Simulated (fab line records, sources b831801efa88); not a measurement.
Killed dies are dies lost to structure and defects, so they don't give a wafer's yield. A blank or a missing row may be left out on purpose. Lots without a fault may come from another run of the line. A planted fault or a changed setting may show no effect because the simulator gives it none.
Which tool did it? | flow sky130 | 14 lots, 42 wafers sampled, at 4 steps of a route of 708

WHAT THE GAUGES READ, wafer by wafer
SKY_LI_CONTACT_BOW_MEAS_03.
lot  | measured     | on            | LI_CONTACT_BOW (um)
L110 | day 27 19:14 | film_metro-02 | 57 58 65
L111 | day 28 01:11 | film_metro-02 | 49 57 59
L112 | day 28 18:37 | film_metro-02 | 60 60 57
L113 | day 29 00:57 | film_metro-01 | 56 58 57
L114 | day 29 09:28 | film_metro-01 | 59 43 50
L115 | day 29 13:47 | film_metro-02 | 57 49 44
L116 | day 30 07:40 | film_metro-02 | 66 53 67
L117 | day 30 18:53 | film_metro-04 | 63 58 40
L118 | day 30 20:48 | film_metro-02 | 58 63 63
L119 | day 31 04:45 | film_metro-02 | 60 67 48
L124 | day 32 14:24 | film_metro-01 | 46 62 53
L125 | day 32 19:53 | film_metro-01 | 54 57 57
L127 | day 33 11:26 | film_metro-01 | 52 52 51
L129 | day 34 03:20 | film_metro-01 | 50 51 55

SKY_CONTACT_BOW_MEAS_05.
lot  | measured     | on            | CONTACT_BOW (um)
L110 | day 30 05:07 | film_metro-03 | 86 87 94
L111 | day 30 12:18 | film_metro-02 | 78 84 88
L112 | day 31 04:38 | film_metro-04 | 87 86 85
L113 | day 31 11:51 | film_metro-03 | 81 82 81
L114 | day 31 21:02 | film_metro-04 | 84 71 76
L115 | day 32 00:37 | film_metro-02 | 82 75 71
L116 | day 32 17:44 | film_metro-02 | 94 83 98
L117 | day 33 04:03 | film_metro-02 | 90 84 66
L118 | day 33 06:35 | film_metro-02 | 83 89 89
L119 | day 33 13:23 | film_metro-04 | 86 94 75
L124 | day 34 21:34 | film_metro-03 | 69 85 76
L125 | day 35 03:48 | film_metro-03 | 82 85 86
L127 | day 35 17:58 | film_metro-03 | 79 79 77
L129 | day 36 10:34 | film_metro-02 | 77 77 81

SKY_CONTACT_OVL_MEAS_15.
lot  | measured     | on         | CONTACT_OVL (nm)
L110 | day 31 08:34 | overlay-02 | -2 -6 -4
L111 | day 31 16:22 | overlay-01 | 5 -3 5
L112 | day 32 08:29 | overlay-02 | 10 4 13
L113 | day 32 15:16 | overlay-01 | 1 13 6
L114 | day 33 00:17 | overlay-02 | 0 0 -3
L115 | day 33 03:01 | overlay-02 | -5 -6 -11
L116 | day 33 20:02 | overlay-02 | 7 9 6
L117 | day 34 05:35 | overlay-01 | 5 -2 5
L118 | day 34 07:56 | overlay-02 | 4 5 -9
L119 | day 34 16:01 | overlay-01 | -6 7 9
L124 | day 35 23:35 | overlay-02 | 4 -5 -1
L125 | day 36 05:41 | overlay-01 | 6 -1 6
L127 | day 36 19:17 | overlay-01 | 2 -3 2
L129 | day 37 12:26 | overlay-02 | -12 -7 -5

WHICH TOOL RAN EACH LOT (tool, then ch and the chambers of the sampled wafers, then the start)
lot  | SKY_CONTACT_DEVELOP_13
L110 | litho_track-02 ch 0, day 31 08:00
L111 | litho_track-04 ch 0, day 31 16:00
L112 | litho_track-04 ch 0, day 32 08:00
L113 | litho_track-02 ch 0, day 32 14:00
L114 | litho_track-01 ch 0, day 33 00:00
L115 | litho_track-04 ch 0, day 33 02:00
L116 | litho_track-04 ch 0, day 33 19:00
L117 | litho_track-01 ch 0, day 34 05:00
L118 | litho_track-02 ch 0, day 34 07:00
L119 | litho_track-02 ch 0, day 34 15:00
L124 | litho_track-04 ch 0, day 35 23:00
L125 | litho_track-01 ch 0, day 36 05:00
L127 | litho_track-01 ch 0, day 36 19:00
L129 | litho_track-01 ch 0, day 37 12:00
- SKY_CONTACT_DEVELOP_13: develop time 60 s.

WHAT THE TOOLS THEMSELVES READ (means of the sampled wafers that have a number; where no wafer has one, the mark that the record gives instead)
SKY_CONTACT_DEVELOP_13.
lot  | tool           | developer_temp_C (C)
L110 | litho_track-02 | 20.91
L111 | litho_track-04 | 21.08
L112 | litho_track-04 | 20.85
L113 | litho_track-02 | 21.14
L114 | litho_track-01 | 21.06
L115 | litho_track-04 | 20.92
L116 | litho_track-04 | 21.03
L117 | litho_track-01 | 20.98
L118 | litho_track-02 | 20.93
L119 | litho_track-02 | 21.14
L124 | litho_track-04 | 21.03
L125 | litho_track-01 | 20.95
L127 | litho_track-01 | 23.04
L129 | litho_track-01 | 22.96

THE ANSWER, worked out from the rows above alone
Rule: what is usual is taken from the lots themselves. Put in order of their means at a reading, lots are off if they are a third of the lots or fewer, leave a main group of 4 or more, and stand apart from it by a gap of 3 or more times the standard deviation of the main group's means; of several such gaps the widest counts. A main group whose means are all the same, to the digits that the tables above print for the reading, isn't used. A lot without any number at a reading at which 4 lots or more have one is off too. The other lots that the step has rows for count as sound. The gauges are gone through in route order, then the tools' own readings, and for those a lot's mean is taken as printed above. The first step at which some lot is off is used, and at that step the reading that is off furthest; a lot without a number counts as furthest.
Off: L127, L129, at SKY_CONTACT_DEVELOP_13 (developer_temp_C). The main group: mean 21.00 C, standard deviation 0.089.
A tool fits if, at that step or a process step before it, it ran every lot that is off, and no sound lot after the first of them. One fits: litho_track-01 at SKY_CONTACT_DEVELOP_13. Its last sound lot is L125 (day 36 05:00), its first lot that is off L127 (day 36 19:00): a fault that began between those two fits.
The tool's own readings at SKY_CONTACT_DEVELOP_13 bear it out: on the lots that are off they differ by more than 5 times the standard deviation of the sound lots' means. developer_temp_C reads 23.00 C there against 21.00 C on the sound lots.

WHAT THE SIMULATOR HAD PUT IN
Process parameter drift: litho_track-01, from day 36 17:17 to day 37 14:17, at SKY_CONTACT_DEVELOP_13. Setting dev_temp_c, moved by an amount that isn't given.
Lots struck among those shown: L127, L129. The rule above found the same.
